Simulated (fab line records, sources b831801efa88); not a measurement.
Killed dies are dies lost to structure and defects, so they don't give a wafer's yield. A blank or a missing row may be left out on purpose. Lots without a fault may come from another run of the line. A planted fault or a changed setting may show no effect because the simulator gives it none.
A struck lot beside a sound one | flow sky130 | 18 steps out of a route of 708
Sound: wafers L593.1, L593.4, L593.6. Struck: wafer L602.2. (L602.6 of the same lot was not struck and is left out.) The cause comes at the end.
At each step with rows: each side's tool, then ch and its chambers, then its first start. Under that, the readings that differ: sound wafers | struck wafers | difference of the means | sigmas: that difference in standard deviations of wafers without a fault.
alike: readings whose means differ by less than 2 such deviations, and words and numbers that are the same on both sides. not compared: withheld readings, readings that some wafer has no value for, bounds like >300 that may hide the same value, and numbers for which the record gives no deviation and whose values overlap.
The two part at a step that has a row with sigmas, a row that says differs or no value, or rows on one side only. Numbers that don't overlap but have no deviation are shown without sigmas and don't part them. A reading that every wafer of one side lacks parts them only if that side has two wafers or more.

first, 3 steps without rows for these wafers: SKY_VIA3_EXPOSE_09 (exposes mask VIM3, target cd 200 nm); SKY_VIA3_PEB_10; SKY_VIA3_DEVELOP_11 (develop time 60 s).
SKY_VIA3_CD_MEAS_12: target cd 200 nm.
  sound on cd_sem-01, day 41 08:20; struck on cd_sem-02, day 43 02:10
  alike: cd_nm
SKY_VIA3_OVL_MEAS_13:
  sound on overlay-01, day 41 08:28; struck on overlay-02, day 43 02:16
  alike: VIA3_OVL
SKY_VIA3_ETCH_14: etches BARC in N2/H2, stops on SiO2, time 45.9 s, target depth 60 nm.
  sound on rie_diel-03 ch 1,2, day 41 08:30; struck on rie_diel-01 ch 2, day 43 02:18
  reading             | sound             | struck | difference | sigmas
  h2_flow_sccm (sccm) | 200.3 198.9 199.3 | 201.2  | +1.7       | +3
  alike: drypump_motor_current_A, oes_product_au, throttle_valve_pct
  not compared: rf_hours_counter_h
SKY_VIA3_ETCH_15: etches SiO2 in C4F8/O2/Ar, stops on TiN, target depth 507 nm, time 78 s.
  sound on rie_diel-03 ch 1,2, day 41 08:32; struck on rie_diel-01 ch 2, day 43 02:20
  alike: oes_product_au
  not compared: rf_hours_counter_h
SKY_VIA3_STRIP_16: strips in O2/N2.
  sound on plasma_asher-04 ch 0,1, day 41 08:36; struck on plasma_asher-02 ch 0, day 43 02:24
  alike: drypump_motor_current_A, o2_flow_sccm, oes_product_au, strip_time_to_endpoint_s
  not compared: rf_hours_counter_h
then, 3 steps without rows for these wafers: SKY_VIA3_STRIP_17 (strips in post etch residue remover, time 1200 s); SKY_VIA3_CLEAN_18 (cleans in IPA, time 180 s); SKY_VIA3_CLEAN_19 (cleans in O3/DIW).
SKY_VIA3_SPUTTER_20: material TiN, target thk 20 nm, time 80 s.
  sound on pvd_sputter-03, day 41 09:11; struck on pvd_sputter-02, day 43 03:00
  alike: throttle_valve_pct
SKY_VIA3_CVD_21: deposits W, target thk 390 nm, time 117.31 s.
  sound on cvd_w-01 ch 0,1, day 41 09:15; struck on cvd_w-01 ch 1, day 43 03:04
  reading                            | sound             | struck | difference | sigmas
  model.W_of_VIA3_CVD_21.thk_nm (nm) | 386.7 390.3 394.2 | 683.8  | +293.4     |
  alike: heater_power_w
SKY_VIA3_RS_MEAS_22: measures by four-point-probe.
  sound on film_metro-02, day 41 09:22; struck on film_metro-03, day 43 03:12
  reading            | sound             | struck | difference | sigmas
  VIA3_W_RS (ohm/sq) | 0.297 0.293 0.290 | 0.167  | -0.126     | -27
SKY_VIA3_THK_MEAS_23: measures by xrf.
  sound on film_metro-02, day 41 09:29; struck on film_metro-03, day 43 03:19
  not compared: VIA3_W_THK
SKY_VIA3_CMP_24: polishes, stops on SiO2, t overpolish 20 s, target thk 0 nm.
  sound on cmp-01 ch 1,2, day 41 09:36; struck on cmp-01 ch 1, day 43 03:22
  reading                | sound    | struck | difference | sigmas
  time_to_endpoint_s (s) | 95 95 95 | 167    | +72        | +21
  alike: motor_current_A
SKY_METAL4_SPUTTER_00: material Ti, target thk 15 nm, time 10 s.
  sound on pvd_sputter-04, day 41 09:51; struck on pvd_sputter-04, day 43 03:40
  alike: throttle_valve_pct
-- the record jumps here: 5 days lie between the struck wafers' starts before and after (it left off in module METAL4 and takes up again in module PAD_OPEN, whose first step shown is number 708 of the route) --
SKY_PAD_OPEN_PROBE_99:
  sound on prober-02, day 47 04:07; struck on prober-02, day 48 14:52
  reading            | sound    | struck | difference | sigmas
  killed_at_M4_up    | 3 3 2    | 7      | +4         | +2
  killed_at_contacts | 33 33 31 | 20     | -12        | -2
  killed_at_other    | 0 1 0    | 2      | +2         | +3
  alike: defect_limited_yield, killed_at_M0_to_M3, killed_at_front_end, killed_dies, killed_open, killed_short, sort_bin_3_pad_short, sort_bin_5_function, sort_bin_6_memory, sort_n_pass, sort_yield_pct

WHERE THEY PART
First at SKY_VIA3_ETCH_14; last, within this record, at SKY_PAD_OPEN_PROBE_99.

WHY: what the simulator had put in
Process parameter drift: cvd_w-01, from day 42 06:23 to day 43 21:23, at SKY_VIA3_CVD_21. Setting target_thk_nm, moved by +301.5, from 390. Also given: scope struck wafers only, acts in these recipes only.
